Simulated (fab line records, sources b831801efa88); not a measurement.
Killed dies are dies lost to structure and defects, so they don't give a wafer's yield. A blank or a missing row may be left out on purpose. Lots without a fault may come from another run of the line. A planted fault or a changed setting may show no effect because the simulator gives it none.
fab line records | flow gf180mcu
record lots=5 wafers=15 last_day=33
route steps=602 shown V4@488 MIM@503
lots that met no fault: from a run of the same line without faults
start_h: hours from the record's first day to the start of the lot's first wafer shown | wait_h: hours since the lot's step before | " the same as in the row above | L1.1+2: a row that stands for several wafers | - no value, or no start given | * or withheld: withheld | < > ~ a bound
route shown NAME@n: a module of which the file shows steps, and the number in the route of the first | usual: mean/standard deviation of fault-free wafers | same: alike in all rows | chamber/n: place in a boat | sites: the reading at each site | _std_site: their standard deviation | _edge_site: outer sites' mean less inner sites' | radius_mm: how far each site lies from the wafer's centre | mask NAME#n: copy n | behind: the tool/chamber that last shaped the wafer | hold: why the lot was held/for how many hours/how that ended | device: the transistor (n, p or np) that didn't switch | end of line: the same wafers' tests at the end of the route | a step without rows: its recipe alone | killed: dies lost to structure and defects at the first sort, not the wafer's yield | map: a wafer's dies, x killed, . not, _ none there
set.NAME: the setting as run; set.NAME@STEP: as run at that earlier step | model.NAME: the simulator's own value behind a step, which no gauge read
lots at some steps of the route; a table a step, a row a wafer
services: from which hour (start_h, from the record's first day; less than 0 if before it) a tool's chamber was out of use, for how many hours, and why
## steps
# step GF_V4_PEB_12
# recipe peb_temp_c=135 peb_time_s=90 resist=KrF
# usual resist_line_temp_C=22.98/0.092
# columns lot.wafer tool chamber start_h wait_h resist_line_temp_C
L075.2 litho_track-04 0 - - 22.90
L075.4 " 0 " " 22.81
L075.6 " 0 " " 22.90
L076.4 litho_track-01 0 - - 23.01
L076.5 " 0 " " 23.01
L076.6 " 0 " " 23.02
L078.1 litho_track-04 0 - - 23.07
L078.4 " 0 " " 22.99
L078.6 " 0 " " 23.03
L087.1 litho_track-02 0 - - 22.98
L087.4 " 0 " " 22.98
L087.6 " 0 " " 23.05
L091.3 litho_track-02 0 - - 22.96
L091.4 " 0 " " 23.11
L091.6 " 0 " " 22.96
# step GF_V4_DEVELOP_13
# recipe develop_time_s=60 resist=KrF dev_temp_c=21
# usual resist_line_temp_C=22.99/0.11
# columns lot.wafer tool chamber start_h wait_h resist_line_temp_C
L075.2 litho_track-04 0 567.31 0.2 22.94
L075.4 " 0 " " 23.06
L075.6 " 0 " " 23.02
L076.4 litho_track-01 0 573.62 0.1 22.96
L076.5 " 0 " " 22.87
L076.6 " 0 " " 23.11
L078.1 litho_track-04 0 595.09 0.2 23.02
L078.4 " 0 " " 23.04
L078.6 " 0 " " 23.17
L087.1 litho_track-02 0 663.36 0.2 22.99
L087.4 " 0 " " 23.12
L087.6 " 0 " " 23.10
L091.3 litho_track-02 0 686.11 0.1 22.90
L091.4 " 0 " " 23.05
L091.6 " 0 " " 23.12
# step GF_V4_CD_MEAS_14
# recipe target_cd_nm=260
# usual cd_nm=259.9/1.2
# columns lot.wafer tool chamber start_h wait_h cd_nm
L075.2 cd_sem-01 - 567.46 0.1 257.6
L075.4 " - " " 258.8
L075.6 " - " " 257.5
L076.4 cd_sem-02 - 573.76 0.1 259.5
L076.5 " - " " 258.1
L076.6 " - " " 258.6
L078.1 cd_sem-01 - 595.24 0.1 259.9
L078.4 " - " " 261.3
L078.6 " - " " 260.1
L087.1 cd_sem-01 - 663.51 0.1 258.8
L087.4 " - " " 259.7
L087.6 " - " " 260.9
L091.3 cd_sem-01 - 686.30 0.2 260.4
L091.4 " - " " 259.1
L091.6 " - " " 260.4
# step GF_V4_OVL_MEAS_15
# usual V4_OVL=0/4.9
# columns lot.wafer tool chamber start_h wait_h V4_OVL[nm]
L075.2 overlay-02 - 567.56 0.1 -4
L075.4 " - " " -8
L075.6 " - " " 0
L076.4 overlay-02 - 573.84 0.1 -1
L076.5 " - " " -1
L076.6 " - " " -7
L078.1 overlay-02 - 595.36 0.1 -5
L078.4 " - " " 9
L078.6 " - " " 0
L087.1 overlay-01 - 663.63 0.1 1
L087.4 " - " " 3
L087.6 " - " " 1
L091.3 overlay-01 - 686.39 0.1 -3
L091.4 " - " " 0
L091.6 " - " " -6
# step GF_V4_ETCH_16
# recipe chemistry=N2/H2 target_depth_a=withheld overetch_a=withheld time_s=withheld target=BARC ion_energy_ev=200 source_w=500 bias_w=100 pressure_mtorr=30 n2_flow_sccm=100 h2_flow_sccm=200
# usual drypump_motor_current_A=5.8/0.6 oes_product_au=0.855/0.005 throttle_valve_pct=13.225/0.0088
# columns lot.wafer tool chamber start_h wait_h drypump_motor_current_A oes_product_au throttle_valve_pct
L075.2 rie_diel-03 0 567.59 0.0 5.1 0.856 13.241
L075.4 " 2 " " 6.2 0.856 13.220
L075.6 " 3 " " 6.1 0.854 13.219
L076.4 rie_diel-01 0 573.86 0.0 5.9 0.856 13.227
L076.5 " 0 " " 5.9 0.857 13.228
L076.6 " 1 " " 6.0 0.849 13.224
L078.1 rie_diel-02 0 595.39 0.0 6.1 0.853 13.223
L078.4 " 3 " " 4.9 0.857 13.223
L078.6 " 2 " " 6.6 0.862 13.224
L087.1 rie_diel-03 3 663.67 0.0 6.1 0.857 13.223
L087.4 " 2 " " 6.2 0.857 13.239
L087.6 " 3 " " 6.0 0.849 13.229
L091.3 rie_diel-03 1 686.41 0.0 5.1 0.849 13.239
L091.4 " 2 " " 6.2 0.849 13.233
L091.6 " 2 " " 6.2 0.866 13.213
# step GF_V4_ETCH_17
# recipe chemistry=C4F8/O2/Ar mask_material=KrF target=SiO2 stop_on=TiN source_w=1500 bias_w=1200 pressure_mtorr=40 c4f8_flow_sccm=withheld O2_flow_sccm=6 Ar_flow_sccm=300 time_s=withheld target_depth_a=6300
# usual oes_product_au=0.855/0.0046
# columns lot.wafer tool chamber start_h wait_h oes_product_au
L075.2 rie_diel-03 0 - - 0.858
L075.4 " 2 " " 0.854
L075.6 " 3 " " 0.853
L076.4 rie_diel-01 0 - - 0.853
L076.5 " 0 " " 0.860
L076.6 " 1 " " 0.853
L078.1 rie_diel-02 0 - - 0.855
L078.4 " 3 " " 0.855
L078.6 " 2 " " 0.850
L087.1 rie_diel-03 3 - - 0.850
L087.4 " 2 " " 0.855
L087.6 " 3 " " 0.858
L091.3 rie_diel-03 1 - - 0.858
L091.4 " 2 " " 0.855
L091.6 " 2 " " 0.846
# step GF_V4_STRIP_18
# recipe chemistry=O2/N2 power_w=1400 pressure_mtorr=1500 platen_temp_c=250 o2_flow_sccm=3000 n2_flow_sccm=300 overash_fraction=0.5
# usual drypump_motor_current_A=5.6/0.39 heater_power_w=301/20 o2_flow_sccm=3000/9 oes_product_au=0.593/0.0049
# columns lot.wafer tool chamber start_h wait_h drypump_motor_current_A heater_power_w o2_flow_sccm oes_product_au rf_hours_counter_h
L075.2 plasma_asher-03 1 567.72 - 5.5 306 2996 0.595 81
L075.4 " 1 " " 5.5 307 3014 0.589 -
L075.6 " 1 " " 5.5 307 3010 0.591 -
L076.4 plasma_asher-03 1 574.02 - 5.5 314 2997 0.598 -
L076.5 " 1 " " 5.5 314 2994 0.592 -
L076.6 " 0 " " 5.5 295 2995 0.598 -
L078.1 plasma_asher-03 1 595.52 - 5.5 312 2999 0.604 84
L078.4 " 1 " " 5.5 308 2990 0.591 -
L078.6 " 0 " " 5.6 295 3000 0.595 -
L087.1 plasma_asher-03 1 663.80 - 5.5 306 3013 0.594 92
L087.4 " 1 " " 5.5 309 2993 0.589 -
L087.6 " 1 " " 5.5 304 3023 0.593 -
L091.3 plasma_asher-01 1 686.57 - 5.3 338 3006 0.600 -
L091.4 " 0 " " 6.5 310 2991 0.594 -
L091.6 " 1 " " 5.3 323 3015 0.595 -
# step GF_V4_STRIP_19
# recipe chemistry=post_etch_residue_remover time_s=1200 temp_c=72.5
# columns lot.wafer tool chamber start_h wait_h
L075.2+4+6 wet_bench-04 3 567.82 0.1
L076.4+5+6 wet_bench-04 2 574.08 0.0
L078.1+4+6 wet_bench-02 0 595.62 0.1
L087.1+4+6 wet_bench-04 1 663.90 0.1
L091.3+4+6 wet_bench-04 3 686.64 0.0
# step GF_V4_CLEAN_20
# recipe chemistry=DIW dry=n2_spin
# columns lot.wafer tool chamber start_h wait_h
L075.2+4+6 wet_bench-03 0 568.16 0.0
L076.4+5+6 wet_bench-02 0 574.43 0.0
L078.1+4+6 wet_bench-04 2 595.96 0.0
L087.1+4+6 wet_bench-03 3 664.24 0.0
L091.3+4+6 wet_bench-03 0 686.98 0.0
# step GF_V4_SPUTTER_21
# recipe material=Ti target_thk_nm=15 chamber_pressure_pa=5 power_w=2500 substrate_temp_c=200 time_s=80.02
# usual throttle_valve_pct=29.4/0.93
# columns lot.wafer tool chamber start_h wait_h throttle_valve_pct
L075.2 pvd_sputter-02 - 568.26 0.0 28.8
L075.4 " - " " 28.2
L075.6 " - " " 29.7
L076.4 pvd_sputter-01 - 574.53 0.0 31.9
L076.5 " - " " 29.6
L076.6 " - " " 30.0
L078.1 pvd_sputter-02 - 596.06 0.0 28.7
L078.4 " - " " 27.8
L078.6 " - " " 28.7
L087.1 pvd_sputter-02 - 664.33 0.0 29.7
L087.4 " - " " 28.2
L087.6 " - " " 28.7
L091.3 pvd_sputter-02 - 687.07 0.0 29.6
L091.4 " - " " 28.4
L091.6 " - " " 28.9
# step GF_V4_SPUTTER_22
# recipe material=TiN target_thk_nm=10 chamber_pressure_pa=4.934 power_w=4000 time_s=40
# usual throttle_valve_pct=29.4/0.94
# columns lot.wafer tool chamber start_h wait_h throttle_valve_pct
L075.2 pvd_sputter-02 - 568.32 0.0 29.0
L075.4 " - " " 28.0
L075.6 " - " " 29.8
L076.4 pvd_sputter-01 - 574.59 0.0 32.4
L076.5 " - " " 29.6
L076.6 " - " " 29.7
L078.1 pvd_sputter-02 - 596.12 0.0 28.8
L078.4 " - " " 28.0
L078.6 " - " " 28.8
L087.1 pvd_sputter-02 - 664.39 0.0 29.5
L087.4 " - " " 27.9
L087.6 " - " " 29.0
L091.3 pvd_sputter-02 - 687.14 0.0 29.7
L091.4 " - " " 29.0
L091.6 " - " " 28.6
# step GF_V4_CVD_23
# recipe material=W target_thk_nm=350 time_s=104.9 temp_c=400 pressure_torr=40
# usual heater_power_w=813/47
# columns lot.wafer tool chamber start_h wait_h heater_power_w since_wet_clean_h
L075.2 cvd_w-02 0 568.36 0.0 872 664
L075.4 " 0 " " 880 -
L075.6 " 0 " " 879 -
L076.4 cvd_w-01 0 574.66 0.1 752 -
L076.5 " 0 " " 759 -
L076.6 " 1 " " 754 -
L078.1 cvd_w-01 0 596.16 0.0 782 192
L078.4 " 0 " " 775 -
L078.6 " 0 " " 760 -
L087.1 cvd_w-02 0 664.43 0.0 894 760
L087.4 " 1 " " 817 -
L087.6 " 0 " " 888 -
L091.3 cvd_w-01 0 687.21 0.1 760 -
L091.4 " 1 " " 799 -
L091.6 " 0 " " 743 -
# step GF_V4_RS_MEAS_24
# recipe thk_meas_gauge=four-point-probe reads=W_of_V4_CVD_23+TiN_of_V4_SPUTTER_22+Ti_of_V4_SPUTTER_21
# usual V4_W_RS=0.328/0.0044
# columns lot.wafer tool chamber start_h wait_h V4_W_RS[ohm/sq]
L075.2 film_metro-02 - 568.50 0.1 0.331
L075.4 " - " " 0.332
L075.6 " - " " 0.330
L076.4 film_metro-04 - 574.80 0.1 0.330
L076.5 " - " " 0.330
L076.6 " - " " 0.337
L078.1 film_metro-02 - 596.27 0.1 0.329
L078.4 " - " " 0.331
L078.6 " - " " 0.332
L087.1 film_metro-02 - 664.55 0.1 0.321
L087.4 " - " " 0.327
L087.6 " - " " 0.325
L091.3 film_metro-03 - 687.33 0.1 0.330
L091.4 " - " " 0.339
L091.6 " - " " 0.332
# step GF_V4_THK_MEAS_25
# recipe thk_meas_gauge=xrf reads=W_of_V4_CVD_23
# usual V4_W_THK=357/6.7
# columns lot.wafer tool chamber start_h wait_h V4_W_THK[nm]
L075.2 film_metro-02 - 568.61 0.1 352
L075.4 " - " " 348
L075.6 " - " " 350
L076.4 film_metro-04 - 574.89 0.1 352
L076.5 " - " " 352
L076.6 " - " " 343
L078.1 film_metro-02 - 596.39 0.1 354
L078.4 " - " " 353
L078.6 " - " " 351
L087.1 film_metro-02 - 664.67 0.1 366
L087.4 " - " " 360
L087.6 " - " " 359
L091.3 film_metro-03 - 687.43 0.1 356
L091.4 " - " " 345
L091.6 " - " " 353
# step GF_V4_CMP_26
# recipe stop_on=SiO2 down_force_psi=3.5 platen_rpm=60 t_overpolish_s=15 target_thk_nm=0 pad_velocity_m_s=0.94248
# usual edge_zone_pressure_frac=1.000/0.0049 motor_current_A=10.5/0.6 overpolish_run_s=14.998/0.0091 time_to_endpoint_s=82/3.5
# same t_overpolish_s=15
# columns lot.wafer tool chamber start_h wait_h edge_zone_pressure_frac motor_current_A overpolish_run_s time_to_endpoint_s
L075.2 cmp-01 2 568.72 0.1 0.997 10.5 15.013 78
L075.4 " 3 " " 0.993 11.2 15.003 78
L075.6 " 2 " " 1.000 10.1 15.006 80
L076.4 cmp-02 2 575.19 0.3 0.999 10.8 15.006 78
L076.5 " 2 " " 1.003 10.5 14.999 77
L076.6 " 3 " " 1.004 10.0 15.001 76
L078.4 cmp-01 0 596.45 0.0 0.996 12.1 15.004 86
L078.1 " 1 " " 0.998 10.5 14.995 79
L078.6 " 0 " " 0.993 12.3 14.971 87
L087.1 cmp-02 2 664.83 0.1 1.005 10.5 14.999 79
L087.4 " 3 " " 0.998 10.6 14.993 84
L087.6 " 0 " " 0.999 9.9 14.990 81
L091.4 cmp-01 2 687.47 0.0 0.998 10.2 14.995 83
L091.3 " 1 " " 0.992 9.9 15.020 86
L091.6 " 3 " " 1.002 10.4 14.985 84
# step GF_MIM_SPUTTER_00
# recipe material=Ti target_thk_nm=37.5 arriving_ion_energy_ev=80 substrate_temp_c=200 chamber_pressure_pa=2 power_w=4000 time_s=150
# usual throttle_valve_pct=29.5/0.91
# columns lot.wafer tool chamber start_h wait_h throttle_valve_pct
L075.2 pvd_sputter-03 - 569.02 0.2 29.3
L075.4 " - " " 29.9
L075.6 " - " " 29.3
L076.4 pvd_sputter-02 - 575.49 0.2 28.9
L076.5 " - " " 28.7
L076.6 " - " " 28.8
L078.1 pvd_sputter-03 - 596.75 0.2 32.0
L078.4 " - " " 31.7
L078.6 " - " " 29.7
L087.1 pvd_sputter-04 - 665.03 0.1 30.4
L087.4 " - " " 30.1
L087.6 " - " " 29.6
L091.3 pvd_sputter-03 - 687.77 0.1 28.8
L091.4 " - " " 29.7
L091.6 " - " " 29.8
# step GF_MIM_SPUTTER_01
# recipe material=TiN target_thk_nm=30 power_w=6500 time_s=25 chamber_pressure_pa=0.4
# usual throttle_valve_pct=29.5/0.96
# columns lot.wafer tool chamber start_h wait_h throttle_valve_pct
L075.2 pvd_sputter-03 - 569.12 0.1 29.2
L075.4 " - " " 29.7
L075.6 " - " " 29.0
L076.4 pvd_sputter-02 - 575.59 0.1 28.9
L076.5 " - " " 28.9
L076.6 " - " " 28.7
L078.1 pvd_sputter-03 - 596.85 0.1 32.0
L078.4 " - " " 32.2
L078.6 " - " " 29.4
L087.1 pvd_sputter-04 - 665.13 0.1 30.1
L087.4 " - " " 30.3
L087.6 " - " " 29.7
L091.3 pvd_sputter-03 - 687.87 0.1 29.4
L091.4 " - " " 29.8
L091.6 " - " " 29.8
# step GF_MIM_SPUTTER_02
# recipe material=AlCu target_thk_nm=450 power_w=10600 time_s=23.59 chamber_pressure_pa=0.4
# usual throttle_valve_pct=29.5/0.92
# columns lot.wafer tool chamber start_h wait_h throttle_valve_pct
L075.2 pvd_sputter-03 - 569.15 0.0 29.3
L075.4 " - " " 29.8
L075.6 " - " " 29.2
L076.4 pvd_sputter-02 - 575.62 0.0 28.9
L076.5 " - " " 28.8
L076.6 " - " " 29.0
L078.1 pvd_sputter-03 - 596.88 0.0 31.6
L078.4 " - " " 31.9
L078.6 " - " " 29.7
L087.1 pvd_sputter-04 - 665.16 0.0 30.2
L087.4 " - " " 30.1
L087.6 " - " " 29.5
L091.3 pvd_sputter-03 - 687.90 0.0 29.4
L091.4 " - " " 29.5
L091.6 " - " " 29.9
# step GF_MIM_SPUTTER_03
# recipe material=Ti target_thk_nm=10 substrate_temp_c=300 chamber_pressure_pa=0.3 power_w=3000 time_s=6.7
# usual throttle_valve_pct=29.5/0.92
# columns lot.wafer tool chamber start_h wait_h throttle_valve_pct
L075.2 pvd_sputter-03 - 569.18 0.0 29.3
L075.4 " - " " 29.6
L075.6 " - " " 28.9
L076.4 pvd_sputter-02 - 575.65 0.0 28.7
L076.5 " - " " 28.8
L076.6 " - " " 29.0
L078.1 pvd_sputter-03 - 596.91 0.0 32.1
L078.4 " - " " 31.9
L078.6 " - " " 29.6
L087.1 pvd_sputter-04 - 665.19 0.0 29.9
L087.4 " - " " 30.0
L087.6 " - " " 29.4
L091.3 pvd_sputter-03 - 687.93 0.0 29.3
L091.4 " - " " 29.8
L091.6 " - " " 30.0
# step GF_MIM_SPUTTER_04
# recipe material=TiN target_thk_nm=50 power_w=6500 time_s=41.7 chamber_pressure_pa=0.4
# usual throttle_valve_pct=29.5/0.94
# columns lot.wafer tool chamber start_h wait_h throttle_valve_pct
L075.2 pvd_sputter-03 - 569.20 0.0 29.1
L075.4 " - " " 29.6
L075.6 " - " " 29.1
L076.4 pvd_sputter-02 - 575.67 0.0 28.9
L076.5 " - " " 28.3
L076.6 " - " " 29.1
L078.1 pvd_sputter-03 - 596.93 0.0 31.9
L078.4 " - " " 31.8
L078.6 " - " " 29.6
L087.1 pvd_sputter-04 - 665.21 0.0 30.0
L087.4 " - " " 30.1
L087.6 " - " " 29.7
L091.3 pvd_sputter-03 - 687.95 0.0 29.3
L091.4 " - " " 29.6
L091.6 " - " " 29.7
# step GF_MIM_CVD_05
# recipe material=Si3N4 target_thk_nm=42 temp_max_c=400 temp_c=385 time_s=29.086 rf_w=450
# usual heater_power_w=630/81 temp_max_c=400.02/0.23
# columns lot.wafer tool chamber start_h wait_h heater_power_w since_wet_clean_h temp_max_c
L075.2 pecvd-04 2 569.24 0.0 638 811 399.89
L075.4 " 0 " " 661 - 399.98
L075.6 " 1 " " 778 - 400.00
L076.4 pecvd-02 0 575.73 0.0 632 - 399.94
L076.5 " 1 " " 590 - 399.84
L076.6 " 2 " " 587 - 400.13
L078.1 pecvd-03 0 596.97 0.0 573 631 399.92
L078.4 " 1 " " 551 - 399.83
L078.6 " 1 " " 555 - 399.86
L087.1 pecvd-03 0 665.25 0.0 646 699 400.48
L087.4 " 1 " " 559 - 399.63
L087.6 " 0 " " 643 - 400.33
L091.3 pecvd-02 2 687.99 0.0 655 513 400.27
L091.4 " 1 " " 571 - 400.12
L091.6 " 0 " " 582 - 399.96
# step GF_MIM_THK_MEAS_06
# recipe reads=Si3N4_of_MIM_CVD_05
# usual MIM_CVD_05_THK=42.1/0.5
# columns lot.wafer tool chamber start_h wait_h MIM_CVD_05_THK[nm]
L075.2 film_metro-01 - 569.28 0.0 41.7
L075.4 " - " " 42.9
L075.6 " - " " 42.5
L076.4 film_metro-01 - 575.78 0.0 42.3
L076.5 " - " " 41.9
L076.6 " - " " 43.1
L078.1 film_metro-01 - 597.02 0.0 41.9
L078.4 " - " " 42.1
L078.6 " - " " 42.6
L087.1 film_metro-03 - 665.28 0.0 43.0
L087.4 " - " " 43.0
L087.6 " - " " 43.1
L091.3 film_metro-03 - 688.04 0.0 41.5
L091.4 " - " " 41.9
L091.6 " - " " 42.6
# step GF_MIM_SPUTTER_07
# recipe material=TiN target_thk_nm=60 power_w=6500 time_s=50 chamber_pressure_pa=0.4
# usual throttle_valve_pct=29.7/0.84
# columns lot.wafer tool chamber start_h wait_h throttle_valve_pct
L075.2 pvd_sputter-02 - 569.33 0.0 29.2
L075.4 " - " " 28.7
L075.6 " - " " 29.0
L076.4 pvd_sputter-04 - 575.81 0.0 29.6
L076.5 " - " " 29.6
L076.6 " - " " 30.0
L078.1 pvd_sputter-04 - 597.08 0.1 30.2
L078.4 " - " " 30.1
L078.6 " - " " 30.2
L087.1 pvd_sputter-03 - 665.34 0.1 29.7
L087.4 " - " " 31.9
L087.6 " - " " 29.8
L091.3 pvd_sputter-04 - 688.08 0.0 29.4
L091.4 " - " " 30.0
L091.6 " - " " 29.2
# step GF_MIM_SPUTTER_08
# recipe material=AlCu target_thk_nm=200 power_w=10600 time_s=10.6 chamber_pressure_pa=0.4
# usual throttle_valve_pct=29.7/0.86
# columns lot.wafer tool chamber start_h wait_h throttle_valve_pct
L075.2 pvd_sputter-02 - 569.38 0.0 29.0
L075.4 " - " " 28.8
L075.6 " - " " 28.9
L076.4 pvd_sputter-04 - 575.85 0.0 29.6
L076.5 " - " " 29.7
L076.6 " - " " 29.9
L078.1 pvd_sputter-04 - 597.12 0.0 30.2
L078.4 " - " " 30.1
L078.6 " - " " 30.6
L087.1 pvd_sputter-03 - 665.38 0.0 29.7
L087.4 " - " " 32.0
L087.6 " - " " 29.6
L091.3 pvd_sputter-04 - 688.12 0.0 29.3
L091.4 " - " " 30.1
L091.6 " - " " 29.1
# step GF_MIM_SPUTTER_09
# recipe material=TiN target_thk_nm=35 power_w=6500 time_s=29.2 chamber_pressure_pa=0.4
# usual throttle_valve_pct=29.7/0.84
# columns lot.wafer tool chamber start_h wait_h throttle_valve_pct
L075.2 pvd_sputter-02 - 569.40 0.0 28.8
L075.4 " - " " 28.8
L075.6 " - " " 28.8
L076.4 pvd_sputter-04 - 575.87 0.0 29.4
L076.5 " - " " 29.4
L076.6 " - " " 30.1
L078.1 pvd_sputter-04 - 597.14 0.0 30.2
L078.4 " - " " 30.3
L078.6 " - " " 30.0
L087.1 pvd_sputter-03 - 665.41 0.0 29.6
L087.4 " - " " 32.1
L087.6 " - " " 29.7
L091.3 pvd_sputter-04 - 688.15 0.0 29.5
L091.4 " - " " 30.1
L091.6 " - " " 29.2
# step GF_MIM_RS_MEAS_10
# recipe thk_meas_gauge=four-point-probe reads=TiN_of_MIM_SPUTTER_09+AlCu_of_MIM_SPUTTER_08+TiN_of_MIM_SPUTTER_07
# usual MIM_ALCU_RS=0.1596/0.0018
# columns lot.wafer tool chamber start_h wait_h MIM_ALCU_RS[ohm/sq]
L075.2 film_metro-04 - 569.45 0.0 0.1587
L075.4 " - " " 0.1607
L075.6 " - " " 0.1593
L076.4 film_metro-04 - 575.97 0.1 0.1642
L076.5 " - " " 0.1607
L076.6 " - " " 0.1629
L078.1 film_metro-03 - 597.18 0.0 0.1583
L078.4 " - " " 0.1583
L078.6 " - " " 0.1586
L087.1 film_metro-04 - 665.44 0.0 0.1614
L087.4 " - " " 0.1601
L087.6 " - " " 0.1581
L091.3 film_metro-01 - 688.22 0.1 0.1594
L091.4 " - " " 0.1615
L091.6 " - " " 0.1581
# step GF_MIM_THK_MEAS_11
# recipe thk_meas_gauge=xrf reads=AlCu_of_MIM_SPUTTER_08
# usual MIM_ALCU_THK=199.9/2.3
# columns lot.wafer tool chamber start_h wait_h MIM_ALCU_THK[nm]
L075.2 film_metro-04 - 569.56 0.1 200.0
L075.4 " - " " 199.0
L075.6 " - " " 200.3
L076.4 film_metro-04 - 576.06 0.1 194.5
L076.5 " - " " 198.9
L076.6 " - " " 195.2
L078.1 film_metro-03 - 597.30 0.1 202.8
L078.4 " - " " 202.9
L078.6 " - " " 202.6
L087.1 film_metro-04 - 665.56 0.1 197.0
L087.4 " - " " 198.1
L087.6 " - " " 201.7
L091.3 film_metro-01 - 688.32 0.1 199.7
L091.4 " - " " 197.8
L091.6 " - " " 200.3
# step GF_MIM_DEHYDRATE_12
# recipe temp_c=200 time_s=60
# usual resist_line_temp_C=23.01/0.1
# columns lot.wafer tool chamber start_h wait_h resist_line_temp_C
L075.2 litho_track-03 0 579.55 10.0 22.85
L075.4 " 0 " " 23.07
L075.6 " 0 " " 23.04
L076.4 litho_track-02 0 586.34 10.3 22.91
L076.5 " 0 " " 23.03
L076.6 " 0 " " 23.05
L078.1 litho_track-02 0 606.67 9.4 22.92
L078.4 " 0 " " 22.87
L078.6 " 0 " " 22.94
L087.1 litho_track-03 0 675.17 9.6 23.00
L087.4 " 0 " " 22.92
L087.6 " 0 " " 23.09
L091.3 litho_track-02 0 697.46 9.1 22.93
L091.4 " 0 " " 23.08
L091.6 " 0 " " 23.08
# step GF_MIM_HMDS_13
# recipe prime_time_s=60 prime_temp_c=120
# usual resist_line_temp_C=22.98/0.12
# same prime_time_s=60
# columns lot.wafer tool chamber start_h wait_h resist_line_temp_C
L075.2 litho_track-03 0 579.70 0.1 22.83
L075.4 " 0 " " 22.78
L075.6 " 0 " " 22.69
L076.4 litho_track-02 0 586.49 0.1 22.99
L076.5 " 0 " " 23.10
L076.6 " 0 " " 23.10
L078.1 litho_track-02 0 606.82 0.1 23.02
L078.4 " 0 " " 23.00
L078.6 " 0 " " 23.00
L087.1 litho_track-03 0 675.32 0.1 22.95
L087.4 " 0 " " 22.92
L087.6 " 0 " " 23.06
L091.3 litho_track-02 0 697.61 0.1 23.09
L091.4 " 0 " " 22.90
L091.6 " 0 " " 22.90
# step GF_MIM_COAT_14
# recipe resist=NOVOLAK spin_rpm=3000 resist_thk_nm=1000
# usual resist_line_temp_C=22.98/0.11
# columns lot.wafer tool chamber start_h wait_h resist_line_temp_C
L075.2 litho_track-03 0 579.85 0.1 23.22
L075.4 " 0 " " 23.29
L075.6 " 0 " " 23.05
L076.4 litho_track-02 0 586.64 0.1 22.88
L076.5 " 0 " " 22.90
L076.6 " 0 " " 22.92
L078.1 litho_track-02 0 606.97 0.1 23.02
L078.4 " 0 " " 23.05
L078.6 " 0 " " 22.90
L087.1 litho_track-03 0 675.47 0.1 22.93
L087.4 " 0 " " 22.90
L087.6 " 0 " " 22.92
L091.3 litho_track-02 0 697.76 0.1 22.77
L091.4 " 0 " " 22.72
L091.6 " 0 " " 22.94
# step GF_MIM_SOFTBAKE_15
# recipe temp_c=90 time_s=60 resist=NOVOLAK
# usual resist_line_temp_C=23.00/0.099
# columns lot.wafer tool chamber start_h wait_h resist_line_temp_C
L075.2 litho_track-03 0 580.00 0.1 23.09
L075.4 " 0 " " 23.01
L075.6 " 0 " " 23.08
L076.4 litho_track-02 0 586.79 0.1 22.95
L076.5 " 0 " " 22.93
L076.6 " 0 " " 23.08
L078.1 litho_track-02 0 607.12 0.1 23.00
L078.4 " 0 " " 23.01
L078.6 " 0 " " 22.99
L087.1 litho_track-03 0 675.62 0.1 23.02
L087.4 " 0 " " 23.02
L087.6 " 0 " " 23.01
L091.3 litho_track-02 0 697.91 0.1 22.79
L091.4 " 0 " " 22.96
L091.6 " 0 " " 22.97
# step GF_MIM_EXPOSE_16
# recipe mask_id=FuseTop target_cd_nm=2000 na=0.6 source_shape=conventional sigma_outer=0.6 dose_mj=140
# same sigma_outer=0.6
# columns lot.wafer tool chamber start_h wait_h mask
L075.2+4+6 iline_stepper-02 0 - - FuseTop#0
L076.4+5+6 iline_stepper-01 0 - - FuseTop#0
L078.1+4+6 iline_stepper-01 0 - - FuseTop#0
L087.1+4+6 iline_stepper-02 0 - - FuseTop#0
L091.3+4+6 iline_stepper-01 0 - - FuseTop#0
# step GF_MIM_PEB_17
# recipe temp_c=withheld time_s=* resist=NOVOLAK
# usual resist_line_temp_C=*
# columns lot.wafer tool chamber start_h wait_h resist_line_temp_C
L075.2 litho_track-02 0 - - *
L075.4 " 0 " " *
L075.6 " 0 " " *
L076.4 litho_track-03 0 - - *
L076.5 " 0 " " *
L076.6 " 0 " " *
L078.1 litho_track-02 0 - - *
L078.4 " 0 " " *
L078.6 " 0 " " *
L087.1 litho_track-02 0 - - *
L087.4 " 0 " " *
L087.6 " 0 " " *
L091.3 litho_track-04 0 - - *
L091.4 " 0 " " *
L091.6 " 0 " " *
# step GF_MIM_DEVELOP_18
# recipe develop_time_s=60 dev_temp_c=23
# usual resist_line_temp_C=23.02/0.11
# columns lot.wafer tool chamber start_h wait_h resist_line_temp_C
L075.2 litho_track-02 0 590.44 0.1 22.97
L075.4 " 0 " " 22.98
L075.6 " 0 " " 22.84
L076.4 litho_track-03 0 597.60 0.1 22.97
L076.5 " 0 " " 22.99
L076.6 " 0 " " 22.87
L078.1 litho_track-02 0 617.07 0.1 23.22
L078.4 " 0 " " 23.08
L078.6 " 0 " " 23.03
L087.1 litho_track-02 0 684.76 0.1 23.11
L087.4 " 0 " " 23.05
L087.6 " 0 " " 23.24
L091.3 litho_track-04 0 706.79 0.1 22.93
L091.4 " 0 " " 23.10
L091.6 " 0 " " 23.04
## services
# columns tool chamber start_h hours kind
cvd_w-02 0 545.94 13.5 repair
rie_diel-01 - 546.33 14.6 pm
iline_stepper-01 - 551.86 1.7 pm
iline_stepper-01 - 554.39 8.0 repair
pvd_sputter-04 - 554.87 3.7 repair
cmp-02 - 558.46 12.7 repair
cmp-02 - 568.88 0.8 repair
cmp-01 - 572.00 4.0 pm
pvd_sputter-03 - 574.38 6.9 repair
cvd_w-01 1 576.06 14.3 repair
pecvd-03 2 580.86 4.1 repair
rie_diel-02 - 583.27 1.9 repair
pecvd-03 2 592.98 12.9 repair
rie_diel-02 1 596.08 36.2 repair
pecvd-03 0 604.92 9.4 repair
pvd_sputter-01 - 614.00 0.5 repair
rie_diel-02 3 614.01 1.4 repair
iline_stepper-01 - 615.26 4.0 repair
pvd_sputter-04 - 624.07 1.3 repair
plasma_asher-03 - 636.36 0.9 repair
cvd_w-02 - 646.94 0.7 repair
pvd_sputter-02 - 651.18 3.3 repair
rie_diel-03 2 655.22 5.8 repair
cmp-01 - 703.77 4.2 repair
## key
fault none
